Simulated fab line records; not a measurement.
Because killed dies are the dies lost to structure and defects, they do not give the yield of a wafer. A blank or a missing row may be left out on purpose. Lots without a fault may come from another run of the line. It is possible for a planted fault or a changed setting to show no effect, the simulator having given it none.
Chamber matching	flow gf180mcu	3 sister chambers for GF_STI_CVD_23 on hdpcvd-01
The step deposits SiO2, target thk 650 nm, time 108.3 s. 14 wafers are shown with their chamber, then 7 later ones without.

EACH WAFER AND ITS CHAMBER
wafer	chamber	susceptor_temp_C (C)
L307.1	1	599.25
L307.2	2	599.68
L307.4	2	599.84
L308.1	2	600.00
L308.3	0	600.46
L308.4	2	599.86
L310.3	2	600.05
L310.4	1	600.17
L310.5	2	599.92
L311.4	1	599.77
L311.5	0	600.64
L311.6	2	599.94
L314.1	2	600.47
L314.3	0	599.69

SIGNATURES (means of the wafers above)
reading	chamber 0	chamber 1	chamber 2	scatter within a chamber
susceptor_temp_C	600.2633	599.7300	599.9700	0.345
Rule: a wafer's distance from a chamber is the root of the sum, over the readings, of the square of ((its reading less the chamber's mean) divided by the reading's scatter). The wafer belongs to the nearest chamber; if the next one is less than 2 further off, it can't be placed. The scatter is the square root of a quotient: the sum, over the shown wafers, of each reading's squared deviation from its chamber's mean, divided by wafers minus chambers.

WAFERS WITH NO CHAMBER GIVEN
wafer	susceptor_temp_C (C)
L314.5	600.04
L315.1	599.81
L315.2	600.45
L315.6	600.27
L329.2	599.50
L329.4	599.58
L329.6	600.34

EACH ONE'S CHAMBER
wafer	from the rows above	in truth
L314.5	can't be placed: 2 or 0 or 1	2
L315.1	can't be placed: 1 or 2 or 0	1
L315.2	can't be placed: 0 or 2 or 1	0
L315.6	can't be placed: 0 or 2 or 1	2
L329.2	can't be placed: 1 or 2 or 0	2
L329.4	can't be placed: 1 or 2 or 0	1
L329.6	can't be placed: 0 or 2 or 1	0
Correctly placed: 0 of 7. Cannot be placed on the basis of these rows: 7; the candidates contain the true chamber in 7. Wrongly placed: 0.
